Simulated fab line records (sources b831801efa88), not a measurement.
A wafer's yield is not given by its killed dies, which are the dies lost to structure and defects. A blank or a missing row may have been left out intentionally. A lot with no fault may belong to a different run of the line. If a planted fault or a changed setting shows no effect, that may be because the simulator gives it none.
fab line records :: flow sky130
[record]
  lots = 6
  wafers = 18
  lastDay = 50
route steps=708 shown LDD_N@249 LDD_P@255 PAD_OPEN@708
lots that met no fault: from a run of the same line without faults
startH: start of the lot's first displayed wafer, in hours after the record's first day :: waitH: how many hours have passed since the lot's step before this one :: " identical to the entry in the row above :: L1.1+2: several wafers, shown together as one row :: - no value, or no start was given :: * or withheld: withheld :: < > ~ a bound
route shown NAME@n: NAME is a module with steps in the file, n the number in the route of the first one :: usual: mean and standard deviation over wafers with no fault :: same: alike in all rows :: chamber/n: place in a boat :: sites: per-site readings :: _std_site: standard deviation across them :: _edge_site: inner sites' mean taken away from outer sites' mean :: radiusMm: how far each site lies from the wafer's centre :: mask NAME#n: copy n :: behind: the most recent tool/chamber to have shaped the wafer :: hold: the reason the lot was held/the length of the hold in hours/how it ended :: device: names the non-switching transistor (n, p or np) :: end of line: the tests these same wafers got at the end of their route :: a step with no rows: only its recipe :: killed: count of dies lost to structure and defects at first sort (not the wafer's yield) :: map: the dies of a wafer, with x for killed, . for not killed, _ for no die there
set.NAME: the setting that was run; set.NAME@STEP: the one run at that earlier step :: model.NAME: the simulator's own value behind a step, which no gauge read
certain route steps with their lots: each step a table, each wafer a row
services: when a tool's chamber went out of use (startH, in hours from the record's first day, below 0 if earlier), for how many hours, and the reason
[[steps]]
[step SKY_LDD_N_IMPLANT_12]
[recipe]
  species = BF2
  energyKev = 50
  doseCm2 = 5e+12
  tiltDeg = 30
  rotationDeg = 0
[step SKY_LDD_N_IMPLANT_13]
[recipe]
  species = BF2
  energyKev = 50
  doseCm2 = 5e+12
  tiltDeg = 30
  rotationDeg = 90
[step SKY_LDD_N_IMPLANT_14]
[recipe]
  species = BF2
  energyKev = 50
  doseCm2 = 5e+12
  tiltDeg = 30
  rotationDeg = 180
[step SKY_LDD_N_IMPLANT_15]
[recipe]
  species = BF2
  energyKev = 50
  doseCm2 = 5e+12
  tiltDeg = 30
  rotationDeg = 270
[step SKY_LDD_N_STRIP_16]
[recipe]
  chemistry = O2/N2
  powerW = 1400
  pressureMtorr = 1500
  platenTempC = withheld
  o2FlowSccm = 3000
  n2FlowSccm = 300
  overashFraction = 0.5
[usual]
  drypumpMotorCurrentA = 5.8/0.55
  oesProductAu = 0.406/0.0046
  stripTimeToEndpointS = 4.315/0.013
lot.wafer: L736.1
tool: plasmaAsher-01
chamber: 0
startH: 466.89
waitH: 0.1
drypumpMotorCurrentA: 5.9
oesProductAu: 0.406
rfHoursCounterH: 37
stripTimeToEndpointS: 4.342

lot.wafer: L736.2
tool: plasmaAsher-01
chamber: 1
startH: 466.89
waitH: 0.1
drypumpMotorCurrentA: 5.3
oesProductAu: 0.403
rfHoursCounterH: 37
stripTimeToEndpointS: 4.330

lot.wafer: L736.6
tool: plasmaAsher-01
chamber: 1
startH: 466.89
waitH: 0.1
drypumpMotorCurrentA: 5.4
oesProductAu: 0.403
rfHoursCounterH: -
stripTimeToEndpointS: 4.313

lot.wafer: L740.1
tool: plasmaAsher-01
chamber: 0
startH: 472.25
waitH: 0.1
drypumpMotorCurrentA: 6.0
oesProductAu: 0.407
rfHoursCounterH: 38
stripTimeToEndpointS: 4.308

lot.wafer: L740.4
tool: plasmaAsher-01
chamber: 0
startH: 472.25
waitH: 0.1
drypumpMotorCurrentA: 6.0
oesProductAu: 0.405
rfHoursCounterH: -
stripTimeToEndpointS: 4.299

lot.wafer: L740.6
tool: plasmaAsher-01
chamber: 0
startH: 472.25
waitH: 0.1
drypumpMotorCurrentA: 6.0
oesProductAu: 0.404
rfHoursCounterH: -
stripTimeToEndpointS: 4.279

lot.wafer: L748.2
tool: plasmaAsher-04
chamber: 0
startH: 520.51
waitH: 0.1
drypumpMotorCurrentA: 6.7
oesProductAu: 0.407
rfHoursCounterH: 65
stripTimeToEndpointS: 4.318

lot.wafer: L748.4
tool: plasmaAsher-04
chamber: 0
startH: 520.51
waitH: 0.1
drypumpMotorCurrentA: 6.7
oesProductAu: 0.411
rfHoursCounterH: -
stripTimeToEndpointS: 4.304

lot.wafer: L748.6
tool: plasmaAsher-04
chamber: 0
startH: 520.51
waitH: 0.1
drypumpMotorCurrentA: 6.7
oesProductAu: 0.401
rfHoursCounterH: -
stripTimeToEndpointS: 4.319

lot.wafer: L749.1
tool: plasmaAsher-04
chamber: 1
startH: 525.29
waitH: 0.1
drypumpMotorCurrentA: 5.0
oesProductAu: 0.410
rfHoursCounterH: 66
stripTimeToEndpointS: 4.329

lot.wafer: L749.2
tool: plasmaAsher-04
chamber: 0
startH: 525.29
waitH: 0.1
drypumpMotorCurrentA: 6.7
oesProductAu: 0.403
rfHoursCounterH: 66
stripTimeToEndpointS: 4.324

lot.wafer: L749.5
tool: plasmaAsher-04
chamber: 1
startH: 525.29
waitH: 0.1
drypumpMotorCurrentA: 5.0
oesProductAu: 0.413
rfHoursCounterH: -
stripTimeToEndpointS: 4.305

lot.wafer: L753.1
tool: plasmaAsher-01
chamber: 1
startH: 580.90
waitH: 0.1
drypumpMotorCurrentA: 5.3
oesProductAu: 0.409
rfHoursCounterH: 49
stripTimeToEndpointS: 4.307

lot.wafer: L753.3
tool: plasmaAsher-01
chamber: 1
startH: 580.90
waitH: 0.1
drypumpMotorCurrentA: 5.4
oesProductAu: 0.402
rfHoursCounterH: -
stripTimeToEndpointS: 4.327

lot.wafer: L753.4
tool: plasmaAsher-01
chamber: 0
startH: 580.90
waitH: 0.1
drypumpMotorCurrentA: 6.0
oesProductAu: 0.413
rfHoursCounterH: -
stripTimeToEndpointS: 4.322

lot.wafer: L754.1
tool: plasmaAsher-01
chamber: 0
startH: 583.60
waitH: 0.1
drypumpMotorCurrentA: 6.0
oesProductAu: 0.412
rfHoursCounterH: 50
stripTimeToEndpointS: 4.286

lot.wafer: L754.3
tool: plasmaAsher-01
chamber: 0
startH: 583.60
waitH: 0.1
drypumpMotorCurrentA: 6.0
oesProductAu: 0.406
rfHoursCounterH: -
stripTimeToEndpointS: 4.320

lot.wafer: L754.5
tool: plasmaAsher-01
chamber: 0
startH: 583.60
waitH: 0.1
drypumpMotorCurrentA: 6.0
oesProductAu: 0.409
rfHoursCounterH: -
stripTimeToEndpointS: 4.325
[step SKY_LDD_N_TW_MEAS_17]
[usual]
  LDD_N_TW = 2582/15
lot.wafer: L736.1
tool: filmMetro-01
chamber: -
startH: 466.99
waitH: 0.1
LDD_N_TW: 2574

lot.wafer: L736.2
tool: filmMetro-01
chamber: -
startH: 466.99
waitH: 0.1
LDD_N_TW: 2573

lot.wafer: L736.6
tool: filmMetro-01
chamber: -
startH: 466.99
waitH: 0.1
LDD_N_TW: 2574

lot.wafer: L740.1
tool: filmMetro-01
chamber: -
startH: 472.47
waitH: 0.2
LDD_N_TW: 2581

lot.wafer: L740.4
tool: filmMetro-01
chamber: -
startH: 472.47
waitH: 0.2
LDD_N_TW: 2575

lot.wafer: L740.6
tool: filmMetro-01
chamber: -
startH: 472.47
waitH: 0.2
LDD_N_TW: 2571

lot.wafer: L748.2
tool: filmMetro-01
chamber: -
startH: 520.62
waitH: 0.1
LDD_N_TW: 2551

lot.wafer: L748.4
tool: filmMetro-01
chamber: -
startH: 520.62
waitH: 0.1
LDD_N_TW: 2547

lot.wafer: L748.6
tool: filmMetro-01
chamber: -
startH: 520.62
waitH: 0.1
LDD_N_TW: 2575

lot.wafer: L749.1
tool: filmMetro-04
chamber: -
startH: 525.39
waitH: 0.1
LDD_N_TW: 2575

lot.wafer: L749.2
tool: filmMetro-04
chamber: -
startH: 525.39
waitH: 0.1
LDD_N_TW: 2594

lot.wafer: L749.5
tool: filmMetro-04
chamber: -
startH: 525.39
waitH: 0.1
LDD_N_TW: 2585

lot.wafer: L753.1
tool: filmMetro-01
chamber: -
startH: 581.00
waitH: 0.1
LDD_N_TW: 2586

lot.wafer: L753.3
tool: filmMetro-01
chamber: -
startH: 581.00
waitH: 0.1
LDD_N_TW: 2579

lot.wafer: L753.4
tool: filmMetro-01
chamber: -
startH: 581.00
waitH: 0.1
LDD_N_TW: 2573

lot.wafer: L754.1
tool: filmMetro-04
chamber: -
startH: 583.70
waitH: 0.1
LDD_N_TW: 2601

lot.wafer: L754.3
tool: filmMetro-04
chamber: -
startH: 583.70
waitH: 0.1
LDD_N_TW: 2594

lot.wafer: L754.5
tool: filmMetro-04
chamber: -
startH: 583.70
waitH: 0.1
LDD_N_TW: 2591
[step SKY_LDD_P_DEHYDRATE_00]
[recipe]
  tempC = 200
  timeS = 60
[step SKY_LDD_P_HMDS_01]
[recipe]
  primeTimeS = 60
  primeTempC = 120
[step SKY_LDD_P_COAT_02]
[recipe]
  resist = NOVOLAK
  spinRpm = 3000
  resistThkNm = 1140
[step SKY_LDD_P_SOFTBAKE_03]
[recipe]
  tempC = 90
  timeS = 60
  resist = NOVOLAK
[step SKY_LDD_P_EXPOSE_04]
[recipe]
  maskId = PSDM
  na = 0.6
  sourceShape = conventional
  sigmaOuter = 0.6
  polarization = unpolarized
  targetCdNm = 380
  doseMj = 138
[step SKY_LDD_P_PEB_05]
[recipe]
  tempC = withheld
  timeS = *
  resist = NOVOLAK
[step SKY_LDD_P_DEVELOP_06]
[recipe]
  resist = NOVOLAK
  developer = TMAH
  developTimeS = 60
  devTempC = 23
[usual]
  exhaustPa = 45.1/0.96
lot.wafer: L736.1
tool: lithoTrack-03
chamber: 0
startH: 497.22
waitH: 0.1
exhaustPa: 44.0

lot.wafer: L736.2
tool: lithoTrack-03
chamber: 0
startH: 497.22
waitH: 0.1
exhaustPa: 44.3

lot.wafer: L736.6
tool: lithoTrack-03
chamber: 0
startH: 497.22
waitH: 0.1
exhaustPa: 44.1

lot.wafer: L740.1
tool: lithoTrack-04
chamber: 0
startH: 511.46
waitH: 0.1
exhaustPa: 47.1

lot.wafer: L740.4
tool: lithoTrack-04
chamber: 0
startH: 511.46
waitH: 0.1
exhaustPa: 44.5

lot.wafer: L740.6
tool: lithoTrack-04
chamber: 0
startH: 511.46
waitH: 0.1
exhaustPa: 46.4

lot.wafer: L748.2
tool: lithoTrack-04
chamber: 0
startH: 550.94
waitH: 0.1
exhaustPa: 43.5

lot.wafer: L748.4
tool: lithoTrack-04
chamber: 0
startH: 550.94
waitH: 0.1
exhaustPa: 43.8

lot.wafer: L748.6
tool: lithoTrack-04
chamber: 0
startH: 550.94
waitH: 0.1
exhaustPa: 44.1

lot.wafer: L749.1
tool: lithoTrack-04
chamber: 0
startH: 555.31
waitH: 0.1
exhaustPa: 46.3

lot.wafer: L749.2
tool: lithoTrack-04
chamber: 0
startH: 555.31
waitH: 0.1
exhaustPa: 44.6

lot.wafer: L749.5
tool: lithoTrack-04
chamber: 0
startH: 555.31
waitH: 0.1
exhaustPa: 45.2

lot.wafer: L753.1
tool: lithoTrack-03
chamber: 0
startH: 609.22
waitH: 0.1
exhaustPa: 44.7

lot.wafer: L753.3
tool: lithoTrack-03
chamber: 0
startH: 609.22
waitH: 0.1
exhaustPa: 44.0

lot.wafer: L753.4
tool: lithoTrack-03
chamber: 0
startH: 609.22
waitH: 0.1
exhaustPa: 44.9

lot.wafer: L754.1
tool: lithoTrack-03
chamber: 0
startH: 612.87
waitH: 0.1
exhaustPa: 45.0

lot.wafer: L754.3
tool: lithoTrack-03
chamber: 0
startH: 612.87
waitH: 0.1
exhaustPa: 43.8

lot.wafer: L754.5
tool: lithoTrack-03
chamber: 0
startH: 612.87
waitH: 0.1
exhaustPa: 44.3
[step SKY_LDD_P_CD_MEAS_07]
[recipe]
  targetCdNm = 380
[usual]
  cdNm = 379.4/2.1
lot.wafer: L736.1
tool: cdSem-01
chamber: -
startH: 497.37
waitH: 0.1
hold: -
cdNm: 379.5

lot.wafer: L736.2
tool: cdSem-01
chamber: -
startH: 497.37
waitH: 0.1
hold: -
cdNm: 379.6

lot.wafer: L736.6
tool: cdSem-01
chamber: -
startH: 497.37
waitH: 0.1
hold: -
cdNm: 378.3

lot.wafer: L740.1
tool: cdSem-02
chamber: -
startH: 511.61
waitH: 0.1
hold: -
cdNm: 378.2

lot.wafer: L740.4
tool: cdSem-02
chamber: -
startH: 511.61
waitH: 0.1
hold: -
cdNm: 380.0

lot.wafer: L740.6
tool: cdSem-02
chamber: -
startH: 511.61
waitH: 0.1
hold: -
cdNm: 376.2

lot.wafer: L748.2
tool: cdSem-01
chamber: -
startH: 551.08
waitH: 0.1
hold: awaitDispo/0.2h/release
cdNm: 379.9

lot.wafer: L748.4
tool: cdSem-01
chamber: -
startH: 551.08
waitH: 0.1
hold: awaitDispo/0.2h/release
cdNm: 381.1

lot.wafer: L748.6
tool: cdSem-01
chamber: -
startH: 551.08
waitH: 0.1
hold: awaitDispo/0.2h/release
cdNm: 397.3

lot.wafer: L748.2
tool: cdSem-01
chamber: -
startH: 551.37
waitH: 0.3
hold: -
cdNm: 380.3

lot.wafer: L748.4
tool: cdSem-01
chamber: -
startH: 551.37
waitH: 0.3
hold: -
cdNm: 381.0

lot.wafer: L748.6
tool: cdSem-01
chamber: -
startH: 551.37
waitH: 0.3
hold: -
cdNm: 397.4

lot.wafer: L749.1
tool: cdSem-01
chamber: -
startH: 555.46
waitH: 0.1
hold: awaitDispo/0.2h/release
cdNm: 378.8

lot.wafer: L749.2
tool: cdSem-01
chamber: -
startH: 555.46
waitH: 0.1
hold: awaitDispo/0.2h/release
cdNm: 377.5

lot.wafer: L749.5
tool: cdSem-01
chamber: -
startH: 555.46
waitH: 0.1
hold: awaitDispo/0.2h/release
cdNm: 390.7

lot.wafer: L749.1
tool: cdSem-01
chamber: -
startH: 555.75
waitH: 0.3
hold: -
cdNm: 378.7

lot.wafer: L749.2
tool: cdSem-01
chamber: -
startH: 555.75
waitH: 0.3
hold: -
cdNm: 378.0

lot.wafer: L749.5
tool: cdSem-01
chamber: -
startH: 555.75
waitH: 0.3
hold: -
cdNm: 390.9

lot.wafer: L753.1
tool: cdSem-01
chamber: -
startH: 609.47
waitH: 0.2
hold: -
cdNm: 378.2

lot.wafer: L753.3
tool: cdSem-01
chamber: -
startH: 609.47
waitH: 0.2
hold: -
cdNm: 375.0

lot.wafer: L753.4
tool: cdSem-01
chamber: -
startH: 609.47
waitH: 0.2
hold: -
cdNm: 378.2

lot.wafer: L754.1
tool: cdSem-01
chamber: -
startH: 613.02
waitH: 0.1
hold: -
cdNm: 378.4

lot.wafer: L754.3
tool: cdSem-01
chamber: -
startH: 613.02
waitH: 0.1
hold: -
cdNm: 379.4

lot.wafer: L754.5
tool: cdSem-01
chamber: -
startH: 613.02
waitH: 0.1
hold: -
cdNm: 379.7
[step SKY_LDD_P_OVL_MEAS_08]
[usual]
  LDD_P_OVL = 1.0/1.2
lot.wafer: L736.1
tool: overlay-02
chamber: -
startH: 497.49
waitH: 0.1
hold: -
LDD_P_OVL[nm]: -1.1

lot.wafer: L736.2
tool: overlay-02
chamber: -
startH: 497.49
waitH: 0.1
hold: -
LDD_P_OVL[nm]: -2.2

lot.wafer: L736.6
tool: overlay-02
chamber: -
startH: 497.49
waitH: 0.1
hold: -
LDD_P_OVL[nm]: 0.2

lot.wafer: L740.1
tool: overlay-02
chamber: -
startH: 511.73
waitH: 0.1
hold: -
LDD_P_OVL[nm]: 1.0

lot.wafer: L740.4
tool: overlay-02
chamber: -
startH: 511.73
waitH: 0.1
hold: -
LDD_P_OVL[nm]: 1.1

lot.wafer: L740.6
tool: overlay-02
chamber: -
startH: 511.73
waitH: 0.1
hold: -
LDD_P_OVL[nm]: -1.8

lot.wafer: L749.1
tool: overlay-01
chamber: -
startH: 557.56
waitH: 1.8
hold: awaitDispo/1.7h/release
LDD_P_OVL[nm]: 3.0

lot.wafer: L749.2
tool: overlay-01
chamber: -
startH: 557.56
waitH: 1.8
hold: awaitDispo/1.7h/release
LDD_P_OVL[nm]: 1.8

lot.wafer: L749.5
tool: overlay-01
chamber: -
startH: 557.56
waitH: 1.8
hold: awaitDispo/1.7h/release
LDD_P_OVL[nm]: 2.6

lot.wafer: L748.2
tool: overlay-02
chamber: -
startH: 559.77
waitH: 8.4
hold: awaitDispo/8.3h/release
LDD_P_OVL[nm]: -0.1

lot.wafer: L748.4
tool: overlay-02
chamber: -
startH: 559.77
waitH: 8.4
hold: awaitDispo/8.3h/release
LDD_P_OVL[nm]: 0.7

lot.wafer: L748.6
tool: overlay-02
chamber: -
startH: 559.77
waitH: 8.4
hold: awaitDispo/8.3h/release
LDD_P_OVL[nm]: 0.5

lot.wafer: L753.1
tool: overlay-01
chamber: -
startH: 609.59
waitH: 0.1
hold: -
LDD_P_OVL[nm]: 1.5

lot.wafer: L753.3
tool: overlay-01
chamber: -
startH: 609.59
waitH: 0.1
hold: -
LDD_P_OVL[nm]: 0.8

lot.wafer: L753.4
tool: overlay-01
chamber: -
startH: 609.59
waitH: 0.1
hold: -
LDD_P_OVL[nm]: 0.9

lot.wafer: L754.1
tool: overlay-02
chamber: -
startH: 613.14
waitH: 0.1
hold: -
LDD_P_OVL[nm]: 0.3

lot.wafer: L754.3
tool: overlay-02
chamber: -
startH: 613.14
waitH: 0.1
hold: -
LDD_P_OVL[nm]: 0.6

lot.wafer: L754.5
tool: overlay-02
chamber: -
startH: 613.14
waitH: 0.1
hold: -
LDD_P_OVL[nm]: 0.6
[step SKY_PAD_OPEN_PROBE_99]
[usual]
  killed_at_M0_to_M3 = 42/6.1
  killed_at_M4_up = 3.3/1.7
  killedAtContacts = 25/5.4
  killedAtFrontEnd = 16/4.6
  killedAtOther = 0.4/0.55
  killedDies = 87/8.8
  killedOpen = 47/7.1
  killedShort = 40/5.8
[same]
  grossDies = 492
  killedAtBackSide = 0
lot.wafer: L736.1
tool: prober-02
chamber: -
startH: 1112.85
waitH: 0.1
killed_at_M0_to_M3: 38
killed_at_M4_up: 0
killedAtContacts: 24
killedAtFrontEnd: 18
killedAtOther: 0
killedDies: 80
killedOpen: 47
killedShort: 31

lot.wafer: L736.2
tool: prober-02
chamber: -
startH: 1112.90
waitH: 0.1
killed_at_M0_to_M3: 54
killed_at_M4_up: 3
killedAtContacts: 32
killedAtFrontEnd: 16
killedAtOther: 0
killedDies: 105
killedOpen: 59
killedShort: 46

lot.wafer: L736.6
tool: prober-02
chamber: -
startH: 1113.10
waitH: 0.2
killed_at_M0_to_M3: 39
killed_at_M4_up: 3
killedAtContacts: 28
killedAtFrontEnd: 19
killedAtOther: 0
killedDies: 89
killedOpen: 51
killedShort: 38

lot.wafer: L749.1
tool: prober-01
chamber: -
startH: 1156.41
waitH: 0.1
killed_at_M0_to_M3: 41
killed_at_M4_up: 2
killedAtContacts: 24
killedAtFrontEnd: 11
killedAtOther: 0
killedDies: 78
killedOpen: 42
killedShort: 36

lot.wafer: L749.2
tool: prober-01
chamber: -
startH: 1156.46
waitH: 0.1
killed_at_M0_to_M3: 37
killed_at_M4_up: 6
killedAtContacts: 34
killedAtFrontEnd: 16
killedAtOther: 0
killedDies: 93
killedOpen: 53
killedShort: 40

lot.wafer: L749.5
tool: prober-01
chamber: -
startH: 1156.61
waitH: 0.2
killed_at_M0_to_M3: 44
killed_at_M4_up: 2
killedAtContacts: 23
killedAtFrontEnd: 18
killedAtOther: 0
killedDies: 87
killedOpen: 57
killedShort: 30

lot.wafer: L753.1
tool: prober-02
chamber: -
startH: 1186.87
waitH: 0.1
killed_at_M0_to_M3: 41
killed_at_M4_up: 6
killedAtContacts: 31
killedAtFrontEnd: 23
killedAtOther: 0
killedDies: 101
killedOpen: 50
killedShort: 50

lot.wafer: L753.3
tool: prober-02
chamber: -
startH: 1186.97
waitH: 0.2
killed_at_M0_to_M3: 36
killed_at_M4_up: 4
killedAtContacts: 24
killedAtFrontEnd: 20
killedAtOther: 0
killedDies: 84
killedOpen: 47
killedShort: 37

lot.wafer: L753.4
tool: prober-02
chamber: -
startH: 1187.02
waitH: 0.2
killed_at_M0_to_M3: 41
killed_at_M4_up: 3
killedAtContacts: 29
killedAtFrontEnd: 23
killedAtOther: 0
killedDies: 96
killedOpen: 53
killedShort: 43
// killed by level:class
L736.1 CONTACT:geometricParticle:open=11 VIA1:geometricParticle:open=7 LI_CONTACT:geometricParticle:open=6 VIA3:geometricParticle:open=5 POLY_GATE:geometricParticle:short=5 VIA1:geometricParticle:short=5 POLY_GATE:geometricParticle:open=4 METAL2:geometricParticle:short=4
L736.2 VIA2:geometricParticle:open=14 LI_CONTACT:geometricParticle:open=10 VIA1:geometricParticle:open=10 CONTACT:geometricParticle:open=9 METAL2:geometricParticle:short=8 VIA3:geometricParticle:open=8 CONTACT:geometricParticle:short=7 VIA1:geometricParticle:short=7
L736.6 CONTACT:geometricParticle:open=16 VIA3:geometricParticle:open=7 METAL1:geometricParticle:short=6 VIA1:geometricParticle:open=6 LI_CONTACT:geometricParticle:open=5 VIA1:geometricParticle:short=5 FIELD_ISO:geometricParticle:open=4 FIELD_ISO:geometricParticle:short=4
L749.1 CONTACT:geometricParticle:open=13 VIA1:geometricParticle:open=12 VIA1:geometricParticle:short=6 METAL2:geometricParticle:short=5 LI_CONTACT:geometricParticle:open=4 VIA2:geometricParticle:open=4 CONTACT:geometricParticle:short=4 METAL1:geometricParticle:short=4
L749.2 CONTACT:geometricParticle:open=12 LI_CONTACT:geometricParticle:open=9 CONTACT:geometricParticle:short=8 VIA1:geometricParticle:open=8 FIELD_ISO:geometricParticle:open=7 VIA1:geometricParticle:short=5 VIA3:geometricParticle:open=5 METAL4:geometricParticle:short=5
L749.5 VIA1:geometricParticle:open=11 CONTACT:geometricParticle:open=10 LI_CONTACT:geometricParticle:open=8 VIA3:geometricParticle:open=8 FIELD_ISO:geometricParticle:open=7 VIA2:geometricParticle:open=6 METAL2:geometricParticle:short=5 VIA1:geometricParticle:short=4
L753.1 CONTACT:geometricParticle:open=12 VIA1:geometricParticle:open=10 METAL2:geometricParticle:short=8 FIELD_ISO:geometricParticle:short=7 FIELD_ISO:geometricParticle:open=7 VIA1:geometricParticle:short=6 LI_CONTACT:geometricParticle:short=5 LI_CONTACT:geometricParticle:open=5
L753.3 VIA1:geometricParticle:open=11 LI_CONTACT:geometricParticle:open=8 FIELD_ISO:geometricParticle:short=7 VIA2:geometricParticle:open=6 METAL2:geometricParticle:short=5 LI_CONTACT:geometricParticle:short=4 CONTACT:geometricParticle:short=4 CONTACT:geometricParticle:open=4
L753.4 LI_CONTACT:geometricParticle:open=11 VIA1:geometricParticle:open=11 CONTACT:geometricParticle:open=8 FIELD_ISO:geometricParticle:open=7 VIA3:geometricParticle:open=7 FIELD_ISO:geometricParticle:short=6 POLY_GATE:geometricParticle:open=5 POLY_GATE:geometricParticle:short=5
[[services]]
tool: plasmaAsher-04
chamber: -
startH: 467.01
hours: 15.6
kind: pm

tool: plasmaAsher-01
chamber: -
startH: 486.39
hours: 2.0
kind: repair

tool: plasmaAsher-04
chamber: -
startH: 552.31
hours: 5.8
kind: repair

tool: lithoTrack-04
chamber: -
startH: 552.38
hours: -
kind: consumableReplace:filter
[[key]]
[firstSign]
  step = SKY_LDD_P_CD_MEAS_07
  reading = visit
  direction = added
[effect]
  step = SKY_LDD_P_CD_MEAS_07
  reading = cdNm
  direction = up
  sigmas = 7.1
  usual = 379.4
  struck = 394.0
metAt SKY_LDD_P_DEVELOP_06
struckWafers L748.6,L749.5
testerLeftOut L748,L749
onsetBetween 511.46 550.94
[fault]
  kind = processParameterDrift
  tool = lithoTrack-04
  chamber = -
  onsetH = 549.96
  steps = SKY_LDD_P_DEVELOP_06
  channel = developTimeS
  offset = *
  shape = step
  endH = 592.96
  scope = struckWafersOnly
  actsIn = *
  stated = *
// testerLeftOut: of these lots the tester's yield and bins aren't shown, on N5 and GAA mostly nor the transistor test; their killed dies are dies lost to structure and defects alone, not to doping, threshold or leakage, so they don't give the yield
